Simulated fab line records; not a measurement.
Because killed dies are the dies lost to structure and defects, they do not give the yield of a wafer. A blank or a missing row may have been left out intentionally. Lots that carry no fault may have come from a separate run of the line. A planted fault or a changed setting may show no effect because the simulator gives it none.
One fault seen from 2 desks -- flow sky130 -- each desk has only its own numbers; what lay behind them comes last

FOR THE TOOL OWNER'S DESK: lithoTrack-01
The tool's own readings at SKY_RES_XHIGH_COAT_02 (resist thk 1140 nm): means of the sampled wafers that have a number, for each lot that ran on this tool. Any lot whose mean is over 4 standard deviations away from the usual mean is out of limits and marked OUT; that distance is given in the brackets.
Columns: A = spinSpeedRpm at SKY_RES_XHIGH_COAT_02, usual 2999.7 rpm
lot,first seen here,A
L558,day 27 06:43,3001.1
L559,day 27 16:37,2999.2
L561,day 28 16:02,2998.7
L563,day 29 02:58,2999.9
L567,day 30 21:05,2438.6 (-99 or more) OUT
L568,day 30 22:29,2433.9 (-99 or more) OUT
L578,day 33 21:19,2998.0
This desk finds L567, L568 out of limits, L567 being first, at day 30 21:05 (spinSpeedRpm at SKY_RES_XHIGH_COAT_02). L558, L559, L561, L563, L578: within limits.

AT THE METROLOGY DESK
What the gauges read for every lot (on any tool): the sampled wafers with a number, averaged. Any lot whose mean is over 4 standard deviations away from the usual mean is out of limits and marked OUT; that distance is given in the brackets.
Columns: A = SD_P_OVL at SKY_SD_P_OVL_MEAS_08, usual 0.8 nm; B = SD_N_TW at SKY_SD_N_TW_MEAS_12, usual 3969
lot,first seen here,A,B
L556,day 25 19:26,-0.8,3927
L558,day 26 16:12,0.6,4038
L559,day 27 02:19,1.5,4049
L561,day 28 01:58,0.3,3922
L563,day 28 12:43,2.5,4005
L566,day 29 23:09,0.0,3942
L567,day 30 07:22,0.6,3945
L568,day 30 08:50,-0.6,4041
L572,day 31 15:28,1.9,3920
L571,day 31 17:15,1.1,3914
L575,day 32 08:16,-2.5,3976
L578,day 33 07:51,-0.3,3991
Result from this desk: across the 12 lots, nothing is out of limits.

ALL TOGETHER
At day 30 21:05, on L567, L568, the tool owner's desk was in a position to raise an alarm.
At the metrology desk, nothing out of limits was observed.
The metrology desk holds a record of L567, L568, inside its limits.
All the named lots went through SKY_RES_XHIGH_COAT_02 on lithoTrack-01.

WHAT THE SIMULATOR HAD INSERTED
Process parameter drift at SKY_RES_XHIGH_COAT_02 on lithoTrack-01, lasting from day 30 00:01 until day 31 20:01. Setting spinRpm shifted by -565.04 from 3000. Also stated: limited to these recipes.
Shown lots that were struck: L567, L568.
Hours from the fault's start to each desk's first reading out of limits: the tool owner's desk, 21.
